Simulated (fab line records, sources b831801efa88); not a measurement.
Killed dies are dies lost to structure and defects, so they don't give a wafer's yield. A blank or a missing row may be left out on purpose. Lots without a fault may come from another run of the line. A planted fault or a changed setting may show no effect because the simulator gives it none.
Which tool did it? | flow gf180mcu | 14 lots, 39 wafers sampled, at 5 steps of a route of 602

WHAT THE GAUGES READ, wafer by wafer
GF_HV_LDD_CD_MEAS_31: target cd 400 nm.
lot  | measured     | on        | cd_nm (nm)
L136 | day 11 13:34 | cd_sem-02 | 403.9 402.2 402.8
L137 | day 11 21:51 | cd_sem-01 | 399.1 401.3 398.9
L143 | day 13 16:46 | cd_sem-02 | 397.2 399.0
L146 | day 14 19:36 | cd_sem-02 | 400.9 401.6
L147 | day 15 03:37 | cd_sem-02 | 402.1 400.9
L148 | day 15 15:43 | cd_sem-01 | 397.7 396.6 397.3
L149 | day 15 17:31 | cd_sem-02 | 396.4 397.1 399.6
L150 | day 16 02:25 | cd_sem-01 | 399.5 403.6 401.9
L151 | day 16 07:22 | cd_sem-01 | 401.9 401.3 402.6
L154 | day 17 08:28 | cd_sem-02 | 393.8 395.0 396.4
L155 | day 17 20:14 | cd_sem-02 | 396.4 397.4 396.3
L156 | day 18 04:43 | cd_sem-02 | 400.3 397.6 400.2
L157 | day 18 09:19 | cd_sem-02 | 400.1 401.1 401.0
L158 | day 18 15:22 | cd_sem-01 | 399.7 399.6 400.3

GF_HV_LDD_OVL_MEAS_47.
lot  | measured     | on         | HV_LDD_03_OVL (nm)
L136 | day 12 09:32 | overlay-01 | -3.2 -1.5 0.8
L137 | day 12 18:32 | overlay-02 | -2.1 -1.4 -1.9
L143 | day 14 14:05 | overlay-01 | -0.3 -0.3
L146 | day 15 17:59 | overlay-01 | 0.9 0.7
L147 | day 16 01:38 | overlay-02 | -1.0 -0.8
L148 | day 16 14:35 | overlay-02 | -0.5 -2.2 -1.4
L149 | day 16 15:56 | overlay-02 | -0.2 -0.6 -1.5
L150 | day 17 01:38 | overlay-01 | -1.4 -2.8 -2.0
L151 | day 17 06:17 | overlay-02 | 0.0 -0.5 -1.5
L154 | day 18 08:29 | overlay-02 | 1.6 1.0 2.1
L155 | day 18 21:08 | overlay-01 | -1.1 -0.9 -2.2
L156 | day 19 05:08 | overlay-01 | -1.0 -0.2 -0.9
L157 | day 19 10:06 | overlay-01 | 1.9 -0.5 1.0
L158 | day 19 16:14 | overlay-01 | -3.7 -1.6 -1.6

GF_HV_LDD_TW_MEAS_50.
lot  | measured     | on            | HV_LDD_4_TW
L136 | day 12 09:49 | film_metro-02 | 579 578 576
L137 | day 12 18:50 | film_metro-01 | 576 574 573
L143 | day 14 14:22 | film_metro-04 | 571 568
L146 | day 15 18:17 | film_metro-04 | 572 571
L147 | day 16 01:55 | film_metro-02 | 576 581
L148 | day 16 14:52 | film_metro-01 | 568 568 570
L149 | day 16 16:13 | film_metro-02 | 580 580 581
L150 | day 17 01:55 | film_metro-02 | 578 578 581
L151 | day 17 06:34 | film_metro-04 | 572 575 573
L154 | day 18 08:46 | film_metro-01 | 568 572 572
L155 | day 18 21:25 | film_metro-02 | 579 579 584
L156 | day 19 05:25 | film_metro-04 | 566 565 563
L157 | day 19 10:23 | film_metro-04 | 566 564 566
L158 | day 19 16:31 | film_metro-01 | 568 566 566

WHICH TOOL RAN EACH LOT (tool, then ch and the chambers of the sampled wafers, then the start)
lot  | GF_HV_LDD_COAT_41                 | GF_HV_LDD_STRIP_49
L136 | litho_track-04 ch 0, day 11 23:40 | plasma_asher-01 ch 0,1, day 12 09:43
L137 | litho_track-02 ch 0, day 12 08:19 | plasma_asher-04 ch 0,1, day 12 18:45
L143 | litho_track-02 ch 0, day 14 03:31 | plasma_asher-01 ch 0, day 14 14:16
L146 | litho_track-02 ch 0, day 15 07:22 | plasma_asher-04 ch 0, day 15 18:12
L147 | litho_track-02 ch 0, day 15 14:10 | plasma_asher-03 ch 0,1, day 16 01:49
L148 | litho_track-04 ch 0, day 16 03:19 | plasma_asher-01 ch 0,1, day 16 14:46
L149 | litho_track-04 ch 0, day 16 04:49 | plasma_asher-04 ch 0,1, day 16 16:07
L150 | litho_track-04 ch 0, day 16 13:52 | plasma_asher-03 ch 0,1, day 17 01:49
L151 | litho_track-01 ch 0, day 16 19:04 | plasma_asher-04 ch 0,1, day 17 06:28
L154 | litho_track-01 ch 0, day 17 20:19 | plasma_asher-01 ch 0,1, day 18 08:40
L155 | litho_track-01 ch 0, day 18 08:59 | plasma_asher-01 ch 0,1, day 18 21:19
L156 | litho_track-04 ch 0, day 18 16:40 | plasma_asher-03 ch 0,1, day 19 05:19
L157 | litho_track-02 ch 0, day 18 21:22 | plasma_asher-04 ch 0,1, day 19 10:17
L158 | litho_track-02 ch 0, day 19 03:55 | plasma_asher-04 ch 0,1, day 19 16:25
- GF_HV_LDD_COAT_41: resist thk 1000 nm.
- GF_HV_LDD_STRIP_49: strips in O2/N2.

WHAT THE TOOLS THEMSELVES READ (means of the sampled wafers that have a number; where no wafer has one, the mark that the record gives instead)
GF_HV_LDD_COAT_41.
lot  | tool           | chill_plate_temp_C (C)
L136 | litho_track-04 | 23.11
L137 | litho_track-02 | 23.00
L143 | litho_track-02 | 23.09
L146 | litho_track-02 | 22.99
L147 | litho_track-02 | 23.05
L148 | litho_track-04 | 22.98
L149 | litho_track-04 | 22.88
L150 | litho_track-04 | 23.14
L151 | litho_track-01 | 23.01
L154 | litho_track-01 | 22.99
L155 | litho_track-01 | 23.02
L156 | litho_track-04 | 23.14
L157 | litho_track-02 | 23.11
L158 | litho_track-02 | 23.10

GF_HV_LDD_STRIP_49.
lot  | tool            | chamber_pressure_mTorr (mTorr) | drypump_motor_current_A (A) | heater_power_w (W) | oes_product_au (a.u.) | strip_time_to_endpoint_s (s)
L136 | plasma_asher-01 | 1500.3                         | 5.85                        | 324                | 0.715                 | 12.64
L137 | plasma_asher-04 | 1500.2                         | 5.73                        | 359                | 0.716                 | 12.64
L143 | plasma_asher-01 | 1500.9                         | 5.99                        | 316                | 0.717                 | 12.41
L146 | plasma_asher-04 | 1500.7                         | 6.02                        | 364                | 0.717                 | 12.34
L147 | plasma_asher-03 | 1498.5                         | 5.54                        | 336                | 0.718                 | 12.32
L148 | plasma_asher-01 | 1499.4                         | 5.86                        | 328                | 0.714                 | 12.73
L149 | plasma_asher-04 | 1500.3                         | 5.49                        | 365                | 0.714                 | 12.68
L150 | plasma_asher-03 | 1501.5                         | 5.49                        | 333                | 0.720                 | 12.65
L151 | plasma_asher-04 | 1499.9                         | 5.50                        | 366                | 0.715                 | 12.69
L154 | plasma_asher-01 | 1501.6                         | 5.87                        | 328                | 0.711                 | 12.64
L155 | plasma_asher-01 | 1499.4                         | 5.86                        | 331                | 0.714                 | 12.59
L156 | plasma_asher-03 | 1498.6                         | 5.60                        | 334                | 0.720                 | 12.66
L157 | plasma_asher-04 | 1500.1                         | 5.76                        | 383                | 0.717                 | 12.65
L158 | plasma_asher-04 | 1499.7                         | 5.73                        | 385                | 0.712                 | 12.62

THE ANSWER, worked out from the rows above alone
Rule: what is usual is taken from the lots themselves. Put in order of their means at a reading, lots are off if they are a third of the lots or fewer, leave a main group of 4 or more, and stand apart from it by a gap of 3 or more times the standard deviation of the main group's means; of several such gaps the widest counts. A main group whose means are all the same, to the digits that the tables above print for the reading, isn't used. A lot without any number at a reading at which 4 lots or more have one is off too. The other lots that the step has rows for count as sound. The gauges are gone through in route order, then the tools' own readings, and for those a lot's mean is taken as printed above. The first step at which some lot is off is used, and at that step the reading that is off furthest; a lot without a number counts as furthest.
Off: L143, L146, L147, at GF_HV_LDD_STRIP_49 (strip_time_to_endpoint_s). The main group: mean 12.65 s, standard deviation 0.035.
A tool fits if, at that step or a process step before it, it ran every lot that is off, and no sound lot after the first of them. None of those tried fits.

WHAT THE SIMULATOR HAD PUT IN
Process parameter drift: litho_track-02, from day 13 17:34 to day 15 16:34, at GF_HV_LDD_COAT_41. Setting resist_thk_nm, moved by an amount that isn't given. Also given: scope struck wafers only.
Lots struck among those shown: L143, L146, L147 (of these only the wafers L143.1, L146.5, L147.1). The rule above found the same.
